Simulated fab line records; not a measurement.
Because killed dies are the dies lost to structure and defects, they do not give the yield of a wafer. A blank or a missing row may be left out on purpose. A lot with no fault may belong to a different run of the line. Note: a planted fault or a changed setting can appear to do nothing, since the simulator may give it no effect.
A struck lot beside a sound one ; flow sky130 ; 20 steps out of a route of 708
Sound: wafers L204.2, L204.4, L204.5. Struck: wafer L221.6. (L221.1 of the same lot was not struck and is left out.) The cause comes at the end.
Each step with rows lists, per side, the tool, then ch with its chambers, then its first start. Under that, the readings that differ: sound wafers ; struck wafers ; difference of the means ; sigmas: that difference in standard deviations of wafers without a fault.
alike: words and numbers the same on both sides, and readings whose means are apart by under 2 such deviations; not compared: readings that were withheld, readings missing a value for some wafer, numbers with overlapping values and no deviation given by the record, and bounds like >300 which may hide the same value.
Wherever a step has rows on one side only, a row that says differs or no value, or a row with sigmas, the two part there. Non-overlapping numbers with no deviation appear without sigmas and do not part them. A reading missing from all wafers of one side parts the sides only when that side holds two or more wafers.

SKY_METAL4_SPUTTER_00: material Ti, target thk 15 nm, time 10 s.
  sound: pvd_sputter-02 at day 39 20:51; struck: pvd_sputter-02 at day 45 12:27
  alike: throttle_valve_pct
SKY_METAL4_SPUTTER_01: material TiN, target thk 20 nm, time 16.7 s.
  sound: pvd_sputter-02 at day 39 20:52; struck: pvd_sputter-02 at day 45 12:29
  alike: throttle_valve_pct
SKY_METAL4_SPUTTER_02: material AlCu, target thk 735 nm, time 39.1 s.
  sound: pvd_sputter-02 at day 39 20:53; struck: pvd_sputter-02 at day 45 12:30
  alike: throttle_valve_pct
then, 2 steps without rows for these wafers: SKY_METAL4_SPUTTER_03 (material Ti, target thk 5 nm, time 3.3 s); SKY_METAL4_SPUTTER_04 (material TiN, target thk 70 nm, time 58.3 s).
SKY_CAP2M_CVD_00: deposits SiO2, target thk 15.5 nm.
  sound on pecvd-04 ch 0,2, day 39 21:00; struck on pecvd-01 ch 1, day 45 12:37
  alike: heater_power_w
SKY_CAP2M_THK_MEAS_01:
  sound: film_metro-02 at day 39 21:02; struck: film_metro-02 at day 45 12:38
  alike: CAP2M_CVD_00_THK
SKY_CAP2M_SPUTTER_02: material TiN, target thk 200 nm, time 166.7 s.
  sound: pvd_sputter-01 at day 39 21:05; struck: pvd_sputter-01 at day 45 12:41
  alike: throttle_valve_pct
SKY_CAP2M_RS_MEAS_03: uses a four-point probe to measure.
  sound: film_metro-03 at day 39 21:13; struck: film_metro-04 at day 45 12:48
  alike: CAP2M_TIN_RS
SKY_CAP2M_THK_MEAS_04: measures by xrf.
  sound: film_metro-03 at day 39 21:19; struck: film_metro-04 at day 45 12:55
  alike: CAP2M_TIN_THK
then, 2 steps without rows for these wafers: SKY_CAP2M_DEHYDRATE_05 (time 60 s); SKY_CAP2M_HMDS_06 (prime time 60 s).
SKY_CAP2M_COAT_07: resist thk 1140 nm.
  sound on litho_track-02 ch 0, day 40 09:32; struck on litho_track-02 ch 0, day 45 23:04
reading;sound;struck;difference;sigmas
model.NOVOLAK_of_CAP2M_COAT_07.thk_nm (nm);1137 1139 1140;1127;-12;
then, 4 steps without rows for these wafers: SKY_CAP2M_SOFTBAKE_08 (time 60 s); SKY_CAP2M_EXPOSE_09 (exposes mask CAP2M, target cd 1000 nm); SKY_CAP2M_PEB_10; SKY_CAP2M_DEVELOP_11 (develop time 60 s).
SKY_CAP2M_OVL_MEAS_12:
  sound: overlay-02 at day 40 21:30; struck: overlay-01 at day 46 09:06
  alike: CAP2M_OVL
SKY_CAP2M_METAL_ETCH_13: etches TiN in Cl2/BCl3, stops on SiO2, target depth 220 nm, time 62.9 s.
  sound on rie_metal-01 ch 0,1, day 40 21:32; struck on rie_metal-01 ch 1, day 46 09:08
reading;sound;struck;difference;sigmas
model.NOVOLAK_of_CAP2M_COAT_07.thk_nm (nm);988 989.9 995.5;983.2;-7.9;
  alike: drypump_motor_current_A, oes_product_au, throttle_valve_pct
  not compared: rf_hours_counter_h
then, 1 step without rows for these wafers: SKY_CAP2M_STRIP_14 (strips in O2/N2).

WHERE THEY PART
Nowhere in this record.

WHY: whatever the simulator had introduced
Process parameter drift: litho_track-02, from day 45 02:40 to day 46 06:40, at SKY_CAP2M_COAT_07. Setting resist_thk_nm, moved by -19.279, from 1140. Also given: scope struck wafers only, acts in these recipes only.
